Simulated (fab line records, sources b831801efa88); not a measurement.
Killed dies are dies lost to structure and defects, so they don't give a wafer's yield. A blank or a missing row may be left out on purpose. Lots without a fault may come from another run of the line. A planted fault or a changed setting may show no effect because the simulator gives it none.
Chamber matching | flow sky130 | SKY_PASSIVATION_CVD_00 on pecvd-02: 3 sister chambers
The step deposits SiO2, target thk 90 nm. 6 wafers are shown with their chamber, then 9 later ones without.

WAFERS WITH THEIR CHAMBER
wafer  | chamber | heater_power_w (W)
L085.4 | 2       | 880
L089.3 | 1       | 550
L089.6 | 2       | 858
L091.3 | 0       | 582
L091.5 | 1       | 642
L091.6 | 0       | 599

WAFERS WITHOUT THEIR CHAMBER
wafer  | heater_power_w (W)
L094.1 | 569
L094.5 | 630
L094.6 | 573
L093.3 | 653
L093.5 | 685
L093.6 | 881
L095.1 | 867
L095.2 | 678
L095.3 | 668

WHICH CHAMBER EACH WENT THROUGH
wafer  | from the rows above     | in truth
L094.1 | can't be placed: 0 or 1 | 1
L094.5 | can't be placed: 1 or 0 | 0
L094.6 | can't be placed: 0 or 1 | 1
L093.3 | can't be placed: 1 or 0 | 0
L093.5 | can't be placed: 1 or 0 | 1
L093.6 | 2                       | 2
L095.1 | 2                       | 2
L095.2 | can't be placed: 1 or 0 | 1
L095.3 | can't be placed: 1 or 0 | 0
Placed correctly: 2 of 9. Can't be placed from these rows: 7 (the true chamber is among the candidates in 7). Placed wrongly: 0.
How it was worked out, from the rows above alone: a wafer's distance from a chamber is the root of the sum, over the readings, of the square of ((its reading less the chamber's mean) divided by the reading's scatter). The wafer belongs to the nearest chamber; if the next one is less than 2 further off, it can't be placed. A chamber's mean is the mean of its shown wafers. The scatter: the root of (the sum of the squares of (reading less its chamber's mean) over the shown wafers, divided by (wafers less chambers)).
